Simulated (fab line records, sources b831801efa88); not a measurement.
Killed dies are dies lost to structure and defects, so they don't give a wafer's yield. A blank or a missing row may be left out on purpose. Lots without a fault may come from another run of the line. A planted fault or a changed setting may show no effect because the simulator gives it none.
fab line records | flow sfq_line
record lots=14 wafers=42 last_day=84
route steps=325 shown M1@62
lots that met no fault: from a run of the same line without faults
start_h: hours from the record's first day to the start of the lot's first wafer shown | wait_h: hours since the lot's step before | " the same as in the row above | L1.1+2: a row that stands for several wafers | - no value, or no start given | * or withheld: withheld | < > ~ a bound
route shown NAME@n: a module of which the file shows steps, and the number in the route of the first | usual: mean/standard deviation of fault-free wafers | same: alike in all rows | chamber/n: place in a boat | sites: the reading at each site | _std_site: their standard deviation | _edge_site: outer sites' mean less inner sites' | radius_mm: how far each site lies from the wafer's centre | mask NAME#n: copy n | behind: the tool/chamber that last shaped the wafer | hold: why the lot was held/for how many hours/how that ended | device: the transistor (n, p or np) that didn't switch | end of line: the same wafers' tests at the end of the route | a step without rows: its recipe alone | killed: dies lost to structure and defects at the first sort, not the wafer's yield | map: a wafer's dies, x killed, . not, _ none there
set.NAME: the setting as run; set.NAME@STEP: as run at that earlier step | model.NAME: the simulator's own value behind a step, which no gauge read
steps of the route over a sample of lots; a table a step, a row a wafer
services: from which hour (start_h, from the record's first day; less than 0 if before it) a tool's chamber was out of use, for how many hours, and why
## steps
# step SFQ_TRILAYER_M1_LITHO_COAT_044
# recipe resist=BARC spin_rpm=3000 resist_thk_nm=62
# columns lot.wafer tool chamber start_h wait_h
L142.1+2+6 litho_track-01 0 362.52 0.1
L143.2+3+4 litho_track-03 0 370.97 0.1
L144.3+5+6 litho_track-03 0 381.82 0.1
L145.2+3+5 litho_track-04 0 396.30 0.1
L146.2+4+6 litho_track-04 0 415.50 0.1
L147.4+5+6 litho_track-01 0 428.80 0.2
L149.1+2+5 litho_track-04 0 445.45 0.1
L154.1+4+6 litho_track-01 0 511.94 0.1
L156.2+5+6 litho_track-04 0 514.39 0.1
L157.1+4+6 litho_track-04 0 515.36 0.1
L159.2+4+5 litho_track-01 0 517.81 0.1
L161.1+2+6 litho_track-03 0 520.16 0.1
L162.2+3+6 litho_track-03 0 521.59 0.1
L163.1+2+3 litho_track-01 0 522.56 0.1
# step SFQ_TRILAYER_M1_BARC_OPEN_METAL_ETCH_054
# recipe mask_material=PR chemistry=O2 target_depth_nm=125 target=BARC icp_w=600 bias_w=80 pressure_mtorr=10 time_s=41.7
# usual drypump_motor_current_A=5.8/0.5 oes_product_au=0.684/0.0045
# columns lot.wafer tool chamber start_h wait_h drypump_motor_current_A oes_product_au rf_hours_counter_h
L142.1 rie_metal-03 1 508.13 0.0 6.0 0.684 55
L142.2 " 0 " " 5.1 0.679 98
L142.6 " 1 " " 5.9 0.686 -
L143.2 rie_metal-04 1 519.81 0.0 5.5 0.686 148
L143.3 " 1 " " 5.5 0.687 -
L143.4 " 0 " " 5.8 0.686 -
L144.3 rie_metal-04 1 531.93 0.0 5.5 0.680 -
L144.5 " 0 " " 5.8 0.686 -
L144.6 " 1 " " 5.5 0.681 -
L145.2 rie_metal-04 0 547.51 0.0 5.8 0.682 11
L145.3 " 0 " " 5.8 0.680 -
L145.5 " 0 " " 5.8 0.681 -
L146.2 rie_metal-02 1 566.40 0.0 5.4 0.683 33
L146.4 " 0 " " 6.7 0.680 -
L146.6 " 0 " " 6.7 0.687 -
L147.4 rie_metal-02 0 579.62 0.0 6.6 0.684 -
L147.5 " 1 " " 5.5 0.688 -
L147.6 " 0 " " 6.6 0.687 -
L149.1 rie_metal-03 1 596.40 0.0 6.0 0.676 60
L149.2 " 0 " " 5.1 0.692 102
L149.5 " 1 " " 6.0 0.688 -
L154.1 rie_metal-02 1 658.92 0.0 5.4 0.688 44
L154.4 " 1 " " 5.4 0.690 -
L154.6 " 0 " " 6.7 0.672 -
L156.2 rie_metal-04 0 661.32 0.0 5.8 0.705 27
L156.5 " 0 " " 5.8 0.707 -
L156.6 " 1 " " 5.5 0.703 -
L157.1 rie_metal-02 0 662.52 0.0 6.7 0.704 53
L157.4 " 1 " " 5.4 0.710 -
L157.6 " 0 " " 6.7 0.699 -
L159.2 rie_metal-04 0 669.85 0.0 5.8 0.678 28
L159.4 " 1 " " 5.5 0.687 -
L159.5 " 1 " " 5.5 0.678 -
L161.1 rie_metal-04 1 672.25 0.0 5.5 0.685 5
L161.2 " 0 " " 5.8 0.680 29
L161.6 " 1 " " 5.5 0.687 -
L162.2 rie_metal-04 1 674.65 0.0 5.5 0.679 5
L162.3 " 1 " " 5.5 0.678 -
L162.6 " 0 " " 5.8 0.681 -
L163.1 rie_metal-04 0 677.05 0.0 5.8 0.675 30
L163.2 " 1 " " 5.5 0.675 6
L163.3 " 0 " " 5.8 0.683 -
## services
# columns tool chamber start_h hours kind
rie_metal-03 0 351.57 8.4 repair
rie_metal-02 1 353.62 - clean
rie_metal-02 1 353.62 23.0 scheduled_down
rie_metal-02 1 353.62 23.0 vent_cycle
rie_metal-04 - 404.26 1.4 pm
rie_metal-04 0 473.22 - clean
rie_metal-04 0 473.22 21.2 scheduled_down
rie_metal-04 0 473.22 21.2 vent_cycle
rie_metal-03 - 489.50 0.7 repair
rie_metal-03 - 515.26 28.1 pm
rie_metal-03 - 544.19 14.6 pm
rie_metal-02 0 620.53 4.3 repair
rie_metal-04 1 621.86 - clean
rie_metal-04 1 621.86 20.0 scheduled_down
rie_metal-04 1 621.86 20.0 vent_cycle
## key
first_sign step=SFQ_TRILAYER_M1_BARC_OPEN_METAL_ETCH_054 reading=oes_product_au direction=up sigmas=4.5 usual=0.684 struck=0.705
effect none on later readings
met_at SFQ_TRILAYER_M1_LITHO_COAT_044
struck_lots L156,L157
onset_between 445.45 514.39
fault kind=process_parameter_drift tool=litho_track-04 chamber=- onset_h=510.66 steps=SFQ_TRILAYER_M1_LITHO_COAT_044 channel=resist_thk_nm offset=3.7331 shape=step end_h=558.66 acts_in=these_recipes_only stated=62
